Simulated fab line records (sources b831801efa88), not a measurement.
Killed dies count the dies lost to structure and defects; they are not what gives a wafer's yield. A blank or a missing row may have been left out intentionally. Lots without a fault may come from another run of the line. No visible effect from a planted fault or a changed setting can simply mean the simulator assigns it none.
fab line records | flow sky130
record: lots: 5 wafers: 23
route steps=708 shown FIELD_ISO@2 NWELL@33 DNWELL@39 PWDE@53 VT_ADJUST_HVTP@87 VT_ADJUST_LVTN@105
start_h: the number of hours between the record's first day and the start of the first shown wafer of the lot | wait_h: hours elapsed since this lot's preceding step | " identical to the entry in the row above | L1.1+2: a row that stands for several wafers | - no value, or no start given | * or withheld: withheld | < > ~ a bound
route shown NAME@n: names a module that has steps shown in the file, with the first one's number in the route | usual: mean and standard deviation over wafers with no fault | same: alike in all rows | chamber/n: place in a boat | sites: readings site by site | _std_site: standard deviation of those values | _edge_site: outer sites' mean less inner sites' | radius_mm: for every site, how far away it sits from the centre of the wafer | mask NAME#n: copy n | behind: tool/chamber where the wafer was last shaped | hold: reason for holding the lot/hours on hold/outcome of the hold | device: transistor that didn't switch, given as n, p or np | end of line: at the end of the route, the tests of the same wafers | a step given without rows: its recipe and nothing more | killed: not the wafer's yield, but the dies lost to structure and defects at the first sort | map: the dies of a wafer, with x for killed, . for not killed, _ for no die there
set.NAME: the setting as run; set.NAME@STEP: as run at that earlier step | model.NAME: the simulator's own value behind a step, which no gauge read
one table per step and one row per wafer, for lots whose settings were changed on purpose
== steps ==
step: SKY_FIELD_ISO_OXIDATION_01
recipe: temp_c: 900 ambient: O2 stabilise_s: 600 purge_s: 300 target_thk_a: 120 ox_time_s: 1843
columns lot.wafer tool chamber start_h wait_h set.temp_c model.SiO2_of_FIELD_ISO_OXIDATION_01.thk_nm
L078.2 furnace-02 0 30.42 0.4 900 12.46
L078.3 " 0 " " 900 12.31
L078.6 " 0 " " 900 12.5
L079.1 - - - 1.2 889.6 10.69
L079.2 " - " " 889.6 10.57
L079.4 " - " " 889.6 10.68
L079.5 " - " " 889.6 10.61
L079.6 " - " " 889.6 10.72
L080.1 - - - 0.6 913.4 13.79
L080.2 " - " " 913.4 13.91
L080.4 " - " " 913.4 13.9
L080.5 " - " " 913.4 13.93
L080.6 " - " " 913.4 13.85
L081.1 - - - 0.1 890.4 10.95
L081.2 " - " " 890.4 10.88
L081.3 " - " " 890.4 10.81
L081.4 " - " " 890.4 10.96
L081.5 " - " " 890.4 11.04
L085.1 - - - 0.9 926 15.74
L085.2 " - " " 926 15.9
L085.3+4 " - " " 926 15.75
L085.5 " - " " 926 15.72
step: SKY_FIELD_ISO_THK_MEAS_02
recipe: reads: SiO2_of_FIELD_ISO_OXIDATION_01
usual: FIELD_ISO_OXIDATION_00_THK: 12.16/0.19
columns lot.wafer tool chamber start_h wait_h set.temp_c@FIELD_ISO_OXIDATION_01 FIELD_ISO_OXIDATION_00_THK[nm]
L078.2 film_metro-02 - 31.94 0.0 900 12.43
L078.3 " - " " 900 12.33
L078.6 " - " " 900 12.46
L079.1 film_metro-03 - - - 889.6 10.69
L079.2 " - " " 889.6 10.58
L079.4 " - " " 889.6 10.67
L079.5 " - " " 889.6 10.59
L079.6 " - " " 889.6 10.75
L080.1 film_metro-03 - - - 913.4 13.78
L080.2 " - " " 913.4 13.93
L080.4 " - " " 913.4 13.91
L080.5 " - " " 913.4 13.95
L080.6 " - " " 913.4 13.85
L081.1 film_metro-02 - - - 890.4 10.94
L081.2 " - " " 890.4 10.92
L081.3 " - " " 890.4 10.86
L081.4 " - " " 890.4 10.95
L081.5 " - " " 890.4 11.06
L085.1 film_metro-01 - - - 926 15.70
L085.2 " - " " 926 15.96
L085.3 " - " " 926 15.74
L085.4 " - " " 926 15.71
L085.5 " - " " 926 15.76
step: SKY_FIELD_ISO_OXIDATION_22
recipe: temp_c: 950 ambient: O2 stabilise_s: 600 purge_s: 300 target_thk_a: 100 ox_time_s: 623
columns lot.wafer tool chamber start_h wait_h set.ox_time_s model.SiO2_of_FIELD_ISO_OXIDATION_22.thk_nm
L078.2 furnace-01 0 54.17 2.1 623 10.23
L078.3 " 0 " " 623 10.27
L078.6 " 0 " " 623 10.22
L079.1+4 - - - 0.2 683.4 10.92
L079.2 " - " " 683.4 10.88
L079.5 " - " " 683.4 10.85
L079.6 " - " " 683.4 11.04
L080.1 - - - 0.2 623 9.87
L080.2 " - " " 623 9.902
L080.4 " - " " 623 9.841
L080.5 " - " " 623 9.776
L080.6 " - " " 623 9.938
L081.1 - - - 0.8 533.5 9.026
L081.2 " - " " 533.5 8.833
L081.3 " - " " 533.5 8.986
L081.4 " - " " 533.5 9.062
L081.5 " - " " 533.5 8.977
L085.1 - - - 1.5 531.4 9.195
L085.2 " - " " 531.4 8.969
L085.3 " - " " 531.4 9.043
L085.4 " - " " 531.4 9.148
L085.5 " - " " 531.4 9.181
step: SKY_FIELD_ISO_THK_MEAS_23
recipe: reads: SiO2_of_FIELD_ISO_OXIDATION_22
usual: FIELD_ISO_OXIDATION_01_THK: 10.08/0.21
columns lot.wafer tool chamber start_h wait_h set.ox_time_s@FIELD_ISO_OXIDATION_22 FIELD_ISO_OXIDATION_01_THK[nm]
L078.2 film_metro-01 - 55.36 0.0 623 10.21
L078.3 " - " " 623 10.30
L078.6 " - " " 623 10.25
L079.1 film_metro-03 - - - 683.4 10.92
L079.2 " - " " 683.4 10.87
L079.4 " - " " 683.4 10.86
L079.5 " - " " 683.4 10.89
L079.6 " - " " 683.4 11.06
L080.1 film_metro-03 - - - 623 9.88
L080.2 " - " " 623 9.88
L080.4 " - " " 623 9.82
L080.5 " - " " 623 9.77
L080.6 " - " " 623 9.95
L081.1 film_metro-02 - - - 533.5 9.01
L081.2 " - " " 533.5 8.83
L081.3 " - " " 533.5 8.95
L081.4 " - " " 533.5 9.03
L081.5 " - " " 533.5 8.96
L085.1 film_metro-02 - - - 531.4 9.20
L085.2 " - " " 531.4 8.98
L085.3 " - " " 531.4 9.01
L085.4 " - " " 531.4 9.12
L085.5 " - " " 531.4 9.13
step: SKY_NWELL_OXIDATION_01
recipe: temp_c: 900 ambient: O2 stabilise_s: 600 purge_s: 300 target_thk_a: 100 ox_time_s: 1418
columns lot.wafer tool chamber start_h wait_h set.temp_c model.SiO2_of_NWELL_OXIDATION_01.thk_nm
L078.2 furnace-01 0 57.95 0.0 900 9.671
L078.3 " 0 " " 900 9.811
L078.6 " 0 " " 900 9.751
L079.1 - - - 1.2 900 10.14
L079.2 " - " " 900 10.47
L079.4 " - " " 900 10.21
L079.5 " - " " 900 10.37
L079.6 " - " " 900 10.29
L080.1 - - - 0.2 917.6 12.13
L080.2 " - " " 917.6 12.29
L080.4+6 " - " " 917.6 12.24
L080.5 " - " " 917.6 12.31
L081.1 - - - 0.2 914.7 11.86
L081.2 " - " " 914.7 11.73
L081.3 " - " " 914.7 11.67
L081.4 " - " " 914.7 11.75
L081.5 " - " " 914.7 11.8
L085.1+3 - - - 0.4 913.3 11.45
L085.2 " - " " 913.3 11.62
L085.4 " - " " 913.3 11.52
L085.5 " - " " 913.3 11.48
step: SKY_NWELL_THK_MEAS_02
recipe: reads: SiO2_of_NWELL_OXIDATION_01
usual: NWELL_OXIDATION_THK: 10.16/0.2
columns lot.wafer tool chamber start_h wait_h set.temp_c@NWELL_OXIDATION_01 NWELL_OXIDATION_THK[nm]
L078.2 film_metro-03 - 59.35 0.0 900 9.66
L078.3 " - " " 900 9.80
L078.6 " - " " 900 9.74
L079.1 film_metro-01 - - - 900 10.13
L079.2 " - " " 900 10.49
L079.4 " - " " 900 10.22
L079.5 " - " " 900 10.35
L079.6 " - " " 900 10.27
L080.1 film_metro-03 - - - 917.6 12.13
L080.2 " - " " 917.6 12.27
L080.4 " - " " 917.6 12.23
L080.5 " - " " 917.6 12.29
L080.6 " - " " 917.6 12.28
L081.1 film_metro-01 - - - 914.7 11.84
L081.2 " - " " 914.7 11.71
L081.3 " - " " 914.7 11.69
L081.4 " - " " 914.7 11.75
L081.5 " - " " 914.7 11.87
L085.1 film_metro-04 - - - 913.3 11.44
L085.2 " - " " 913.3 11.62
L085.3 " - " " 913.3 11.41
L085.4 " - " " 913.3 11.56
L085.5 " - " " 913.3 11.44
step: SKY_DNWELL_EXPOSE_04
recipe: mask_id: DNM na: 0.57 target_cd_nm: 3000 dose_mj: 222
columns lot.wafer tool chamber start_h wait_h mask set.dose_mj
L078.2+3+6 iline_stepper-02 0 - - DNM#0 222
L079.1+2+4+5+6 iline_stepper-01 0 - - DNM#0 222
L080.1+2+4+5+6 iline_stepper-01 0 - - DNM#0 222
L081.1+3 iline_stepper-01 0 - - DNM#0 222
L081.2+4+5 " 0 " " DNM#0 233.6
L085.1+2+3 iline_stepper-01 0 - - DNM#0 222
L085.4+5 " 0 " " DNM#0 208.4
step: SKY_DNWELL_PEB_05
recipe: temp_c: 115 time_s: withheld
step: SKY_DNWELL_DEVELOP_06
recipe: wall_angle_deg: 90 developer: TMAH develop_time_s: 57.7 dev_temp_c: 23
columns lot.wafer tool chamber start_h wait_h set.dose_mj@DNWELL_EXPOSE_04 model.DNWELL.cd_nm
L078.2 litho_track-03 0 - - 222 2994
L078.3 " 0 " " 222 2995
L078.6 " 0 " " 222 2993
L079.1 litho_track-01 0 - - 222 2992
L079.2 " 0 " " 222 2995
L079.4+6 " 0 " " 222 2994
L079.5 " 0 " " 222 2993
L080.1+5 litho_track-03 0 - - 222 2984
L080.2 " 0 " " 222 2983
L080.4+6 " 0 " " 222 2985
L081.1 litho_track-04 0 - - 222 2993
L081.2 " 0 " " 233.6 3011
L081.3 " 0 " " 222 2997
L081.4 " 0 " " 233.6 3012
L081.5 " 0 " " 233.6 3010
L085.1 litho_track-03 0 - - 222 2998
L085.2 " 0 " " 222 2996
L085.3 " 0 " " 222 2997
L085.4 " 0 " " 208.4 2976
L085.5 " 0 " " 208.4 2978
step: SKY_PWDE_IMPLANT_08
recipe: species: B energy_kev: 150 dose_cm2: 3.6e+12 tilt_deg: withheld
columns lot.wafer tool chamber start_h wait_h set.energy_kev model.implant.rp_nm model.implant.drp_nm
L078.2+3+6 implanter-02 0 91.72 0.0 150 431.8 97.97
L079.1+2+6 implanter-04 0 97.54 0.0 150 451.4 97.97
L079.4+5 " 0 " " 147.5 445.5 97.34
L080.1+2+5 implanter-02 0 101.98 0.0 150 452.7 97.97
L080.4+6 " 0 " " 153.2 460.3 98.82
L081.1+4 implanter-04 0 107.88 0.0 141.7 400 95.91
L081.2+3+5 " 0 " " 150 418.2 97.97
L085.1+2+3+4+5 implanter-04 0 130.93 0.0 150 435.4 97.97
step: SKY_NWELL_IMPLANT_13
recipe: species: P energy_kev: 50 dose_cm2: 7e+11 tilt_deg: withheld
columns lot.wafer tool chamber start_h wait_h set.energy_kev model.implant.drp_nm
L078.2+3+6 implanter-04 0 110.32 0.1 50 25.55
L079.1+2+4 implanter-04 0 116.27 0.1 48.68 24.98
L079.5+6 " 0 " " 50 25.55
L080.1+2+4+5+6 implanter-01 0 120.73 0.1 50 25.55
L081.1+2+3+4+5 implanter-03 0 127.09 0.1 50 25.55
L085.1+3+4 implanter-01 0 150.57 0.1 50 25.55
L085.2+5 " 0 " " 51.04 25.99
step: SKY_NWELL_SOFTBAKE_19
recipe: temp_c: 110 time_s: withheld
columns lot.wafer tool chamber start_h wait_h set.temp_c
L078.2+3+6 litho_track-04 0 119.88 0.1 110
L079.1+6 litho_track-02 0 125.31 0.1 110
L079.2+4+5 " 0 " " 112.9
L080.1+5+6 litho_track-01 0 129.94 0.1 112.6
L080.2+4 " 0 " " 110
L081.1+2+3+4+5 litho_track-01 0 136.79 0.1 110
L085.1+2+5 litho_track-01 0 160.44 0.1 110
L085.3+4 " 0 " " 108
step: SKY_NWELL_EXPOSE_20
recipe: mask_id: NWM_COMPLEMENT na: 0.6 source_shape: conventional sigma_outer: 0.6 polarization: unpolarized target_cd_nm: 840 dose_mj: 260
step: SKY_NWELL_PEB_21
recipe: temp_c: 115 time_s: withheld
step: SKY_NWELL_DEVELOP_22
recipe: wall_angle_deg: 90 developer: TMAH develop_time_s: 60 dev_temp_c: 23
columns lot.wafer tool chamber start_h wait_h set.temp_c@NWELL_SOFTBAKE_19 model.coat_of_NWELL_COAT_18.thk_nm
L078.2 litho_track-02 0 - - 110 3001
L078.3+6 " 0 " " 110 2996
L079.1 litho_track-04 0 - - 110 3020
L079.2 " 0 " " 112.9 2988
L079.4 " 0 " " 112.9 2992
L079.5 " 0 " " 112.9 2989
L079.6 " 0 " " 110 3005
L080.1 litho_track-04 0 - - 112.6 2963
L080.2 " 0 " " 110 2996
L080.4 " 0 " " 110 2999
L080.5 " 0 " " 112.6 2979
L080.6 " 0 " " 112.6 2976
L081.1 litho_track-04 0 - - 110 3012
L081.2 " 0 " " 110 3008
L081.3 " 0 " " 110 3005
L081.4 " 0 " " 110 3000
L081.5 " 0 " " 110 3002
L085.1 litho_track-01 0 - - 110 2997
L085.2 " 0 " " 110 2993
L085.3 " 0 " " 108 3020
L085.4 " 0 " " 108 3015
L085.5 " 0 " " 110 2995
step: SKY_NWELL_IMPLANT_24
recipe: species: B energy_kev: 140 dose_cm2: 9.2e+12 tilt_deg: withheld
columns lot.wafer tool chamber start_h wait_h set.energy_kev model.implant.drp_nm
L078.2+3+6 implanter-03 0 129.27 0.0 140 95.47
L079.1+2+4+5+6 implanter-01 0 134.38 0.0 140 95.47
L080.1+4+5 implanter-01 0 139.28 0.0 148 97.46
L080.2+6 " 0 " " 140 95.47
L081.1+2+3+4+5 implanter-01 0 146.33 0.0 140 95.47
L085.1+5 implanter-03 0 170.87 0.0 144.6 96.63
L085.2+3+4 " 0 " " 140 95.47
step: SKY_NWELL_STRIP_25
recipe: chemistry: O2/N2 power_w: 1400 pressure_mtorr: 1500 platen_temp_c: withheld o2_flow_sccm: 3000 n2_flow_sccm: 300 overash_fraction: 0.5
usual: strip_time_to_endpoint_s: 36.95/0.096
columns lot.wafer tool chamber start_h wait_h set.temp_c@NWELL_SOFTBAKE_19 strip_time_to_endpoint_s
L078.2 plasma_asher-02 0 129.39 0.1 110 36.97
L078.3 " 0 " " 110 36.92
L078.6 " 1 " " 110 36.92
L079.1 plasma_asher-02 0 134.53 0.1 110 37.19
L079.2 " 1 " " 112.9 36.83
L079.4 " 0 " " 112.9 36.86
L079.5 " 1 " " 112.9 36.82
L079.6 " 0 " " 110 37.02
L080.1 plasma_asher-04 0 139.43 0.1 112.6 36.54
L080.2 " 1 " " 110 36.90
L080.4 " 0 " " 110 36.95
L080.5 " 1 " " 112.6 36.73
L080.6 " 0 " " 112.6 36.69
L081.1 plasma_asher-02 1 146.48 0.1 110 37.11
L081.2 " 0 " " 110 37.06
L081.3 " 1 " " 110 37.02
L081.4 " 0 " " 110 36.98
L081.5 " 1 " " 110 36.98
L085.1 plasma_asher-04 0 171.02 0.1 110 36.94
L085.2 " 1 " " 110 36.87
L085.3 " 0 " " 108 37.18
L085.4 " 1 " " 108 37.13
L085.5 " 0 " " 110 36.89
step: SKY_VT_ADJUST_HVTP_COAT_02
recipe: resist: NOVOLAK spin_rpm: 3000 resist_thk_nm: 1140
columns lot.wafer tool chamber start_h wait_h set.resist_thk_nm model.NOVOLAK_of_VT_ADJUST_HVTP_COAT_02.thk_nm
L078.2 litho_track-01 0 138.96 0.1 1140 1139
L078.3 " 0 " " 1140 1140
L078.6 " 0 " " 1140 1141
L079.1 litho_track-03 0 144.08 0.1 1168 1165
L079.2 " 0 " " 1140 1144
L079.4 " 0 " " 1168 1172
L079.5 " 0 " " 1140 1140
L079.6 " 0 " " 1168 1168
L080.1+2 litho_track-02 0 148.86 0.1 1140 1145
L080.4+5 " 0 " " 1140 1142
L080.6 " 0 " " 1140 1143
L081.1 litho_track-02 0 156.71 0.1 1188 1190
L081.2 " 0 " " 1140 1140
L081.3+5 " 0 " " 1188 1189
L081.4 " 0 " " 1140 1141
L085.1+2 litho_track-02 0 182.01 0.1 1202 1200
L085.3 " 0 " " 1140 1140
L085.4+5 " 0 " " 1140 1136
step: SKY_VT_ADJUST_HVTP_SOFTBAKE_03
recipe: temp_c: 90 time_s: 61.29 resist: NOVOLAK
step: SKY_VT_ADJUST_HVTP_EXPOSE_04
recipe: mask_id: HVTPM na: 0.6 source_shape: conventional sigma_outer: 0.6 polarization: unpolarized target_cd_nm: 380 dose_mj: 140
step: SKY_VT_ADJUST_HVTP_PEB_05
recipe: temp_c: withheld time_s: * resist: NOVOLAK
step: SKY_VT_ADJUST_HVTP_DEVELOP_06
recipe: resist: NOVOLAK developer: TMAH develop_time_s: 60 dev_temp_c: 23
step: SKY_VT_ADJUST_HVTP_CD_MEAS_07
recipe: target_cd_nm: 380
usual: cd_nm: 380.1/2.2
columns lot.wafer tool chamber start_h wait_h set.resist_thk_nm@VT_ADJUST_HVTP_COAT_02 cd_nm
L078.2 cd_sem-02 - 148.71 0.1 1140 379.2
L078.3 " - " " 1140 381.7
L078.6 " - " " 1140 380.8
L079.1 cd_sem-02 - 154.76 0.1 1168 378.6
L079.2 " - " " 1140 383.4
L079.4 " - " " 1168 381.4
L079.5 " - " " 1140 384.9
L079.6 " - " " 1168 381.3
L080.1 cd_sem-01 - 159.33 0.1 1140 377.3
L080.2 " - " " 1140 375.7
L080.4 " - " " 1140 376.5
L080.5 " - " " 1140 375.2
L080.6 " - " " 1140 375.5
L081.1 cd_sem-02 - 166.71 0.1 1188 373.8
L081.2 " - " " 1140 378.2
L081.3 " - " " 1188 373.1
L081.4 " - " " 1140 379.4
L081.5 " - " " 1188 375.4
L085.1 cd_sem-01 - 192.38 0.1 1202 374.1
L085.2 " - " " 1202 373.9
L085.3 " - " " 1140 380.4
L085.4 " - " " 1140 379.0
L085.5 " - " " 1140 379.3
step: SKY_VT_ADJUST_HVTP_IMPLANT_09
recipe: species: As energy_kev: 150 dose_cm2: 4.3e+12 tilt_deg: withheld
step: SKY_VT_ADJUST_HVTP_STRIP_10
recipe: chemistry: O2/N2 power_w: 1400 pressure_mtorr: 1500 platen_temp_c: withheld o2_flow_sccm: 3000 n2_flow_sccm: 300 overash_fraction: 0.5
usual: strip_time_to_endpoint_s: 14.17/0.035
columns lot.wafer tool chamber start_h wait_h set.resist_thk_nm@VT_ADJUST_HVTP_COAT_02 strip_time_to_endpoint_s
L078.2 plasma_asher-04 1 148.99 0.1 1140 14.16
L078.3 " 0 " " 1140 14.17
L078.6 " 1 " " 1140 14.19
L079.1 plasma_asher-04 0 155.06 0.1 1168 14.43
L079.2 " 1 " " 1140 14.20
L079.4 " 0 " " 1168 14.50
L079.5 " 0 " " 1140 14.18
L079.6 " 1 " " 1168 14.46
L080.1 plasma_asher-04 1 159.64 0.1 1140 14.24
L080.2 " 0 " " 1140 14.24
L080.4 " 1 " " 1140 14.21
L080.5 " 0 " " 1140 14.20
L080.6 " 1 " " 1140 14.21
L081.1 plasma_asher-03 1 167.01 0.1 1188 14.74
L081.2 " 0 " " 1140 14.16
L081.3 " 0 " " 1188 14.72
L081.4 " 1 " " 1140 14.19
L081.5 " 0 " " 1188 14.71
L085.1 plasma_asher-03 1 192.68 0.1 1202 14.83
L085.2 " 0 " " 1202 14.86
L085.3 " 0 " " 1140 14.17
L085.4 " 1 " " 1140 14.12
L085.5 " 0 " " 1140 14.13
step: SKY_VT_ADJUST_LVTN_IMPLANT_08
recipe: species: B energy_kev: 30 dose_cm2: 1.57e+12 tilt_deg: withheld
columns lot.wafer tool chamber start_h wait_h set.energy_kev model.implant.rp_nm model.implant.drp_nm
L078.2+3+6 implanter-01 0 168.74 0.0 30 97.36 42.97
L079.1+4+5 implanter-01 0 175.07 0.0 30 99.97 42.97
L079.2+6 " 0 " " 28.69 95.71 41.37
L080.1+6 implanter-02 0 180.36 0.0 30 100.4 42.97
L080.2+4+5 " 0 " " 30.71 102.7 43.72
L081.1+2+3+4+5 implanter-02 0 188.08 0.0 30 97.85 42.97
L085.1+2+3+4+5 implanter-03 0 215.01 0.0 30 101.1 42.97
step: SKY_VT_ADJUST_LVTN_IMPLANT_19
recipe: species: B energy_kev: 30 dose_cm2: 6.5e+11 tilt_deg: withheld
columns lot.wafer tool chamber start_h wait_h set.energy_kev model.implant.rp_nm model.implant.drp_nm
L078.2+3+6 implanter-01 0 190.30 0.0 30 95.65 42.97
L079.1+5 implanter-02 0 195.86 0.0 30 95.63 42.97
L079.2+4+6 " 0 " " 28.74 91.71 41.44
L080.1+2+5 implanter-01 0 202.01 0.0 29.44 92.38 42.33
L080.4+6 " 0 " " 30 94.09 42.97
L081.1+5 implanter-01 0 209.93 0.0 30 98.59 42.97
L081.2+3+4 " 0 " " 31.01 101.8 44.02
L085.1+2+3+4+5 implanter-02 0 237.92 0.0 30 96.76 42.97
== key ==
split: step: SKY_FIELD_ISO_OXIDATION_01 setting: temp_c stated: 900 by: lot
response: step: SKY_FIELD_ISO_OXIDATION_01 reading: model.SiO2_of_FIELD_ISO_OXIDATION_01.thk_nm change: +1.23 per: 1% r: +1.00
response: step: SKY_FIELD_ISO_THK_MEAS_02 reading: FIELD_ISO_OXIDATION_00_THK change: +1.23 per: 1% r: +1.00
split: step: SKY_FIELD_ISO_OXIDATION_22 setting: ox_time_s stated: 623 by: lot
response: step: SKY_FIELD_ISO_OXIDATION_22 reading: model.SiO2_of_FIELD_ISO_OXIDATION_22.thk_nm change: +0.0751 per: 1% r: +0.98
response: step: SKY_FIELD_ISO_THK_MEAS_23 reading: FIELD_ISO_OXIDATION_01_THK change: +0.076 per: 1% r: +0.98
split: step: SKY_NWELL_OXIDATION_01 setting: temp_c stated: 900 by: lot
response: step: SKY_NWELL_OXIDATION_01 reading: model.SiO2_of_NWELL_OXIDATION_01.thk_nm change: +1.05 per: 1% r: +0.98
response: step: SKY_NWELL_THK_MEAS_02 reading: NWELL_OXIDATION_THK change: +1.06 per: 1% r: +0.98
split: step: SKY_DNWELL_EXPOSE_04 setting: dose_mj stated: 222 by: wafer
response: step: SKY_DNWELL_DEVELOP_06 reading: model.DNWELL.cd_nm change: +3.21 per: 1% r: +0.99
split: step: SKY_PWDE_IMPLANT_08 setting: energy_kev stated: 150 by: wafer
response: step: SKY_PWDE_IMPLANT_08 reading: model.implant.rp_nm change: +3.34 per: 1% r: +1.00
response: step: SKY_PWDE_IMPLANT_08 reading: model.implant.drp_nm change: +0.376 per: 1% r: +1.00
split: step: SKY_NWELL_IMPLANT_13 setting: energy_kev stated: 50 by: wafer
response: step: SKY_NWELL_IMPLANT_13 reading: model.implant.drp_nm change: +0.215 per: 1% r: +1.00
split: step: SKY_NWELL_SOFTBAKE_19 setting: temp_c stated: 110 by: wafer
response: step: SKY_NWELL_DEVELOP_22 reading: model.coat_of_NWELL_COAT_18.thk_nm change: -10.1 per: 1% r: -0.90
response: step: SKY_NWELL_STRIP_25 reading: strip_time_to_endpoint_s change: * per: 1% r: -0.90
split: step: SKY_NWELL_IMPLANT_24 setting: energy_kev stated: 140 by: wafer
response: step: SKY_NWELL_IMPLANT_24 reading: model.implant.drp_nm change: +0.348 per: 1% r: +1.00
split: step: SKY_VT_ADJUST_HVTP_COAT_02 setting: resist_thk_nm stated: 1140 by: wafer
response: step: SKY_VT_ADJUST_HVTP_COAT_02 reading: model.NOVOLAK_of_VT_ADJUST_HVTP_COAT_02.thk_nm change: +11.5 per: 1% r: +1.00
response: step: SKY_VT_ADJUST_HVTP_CD_MEAS_07 reading: cd_nm change: -1.11 per: 1% r: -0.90
response: step: SKY_VT_ADJUST_HVTP_STRIP_10 reading: strip_time_to_endpoint_s change: * per: 1% r: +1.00
split: step: SKY_VT_ADJUST_LVTN_IMPLANT_08 setting: energy_kev stated: 30 by: wafer
response: step: SKY_VT_ADJUST_LVTN_IMPLANT_08 reading: model.implant.rp_nm change: +0.976 per: 1% r: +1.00
response: step: SKY_VT_ADJUST_LVTN_IMPLANT_08 reading: model.implant.drp_nm change: +0.354 per: 1% r: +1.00
split: step: SKY_VT_ADJUST_LVTN_IMPLANT_19 setting: energy_kev stated: 30 by: wafer
response: step: SKY_VT_ADJUST_LVTN_IMPLANT_19 reading: model.implant.rp_nm change: +0.94 per: 1% r: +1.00
response: step: SKY_VT_ADJUST_LVTN_IMPLANT_19 reading: model.implant.drp_nm change: +0.344 per: 1% r: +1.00
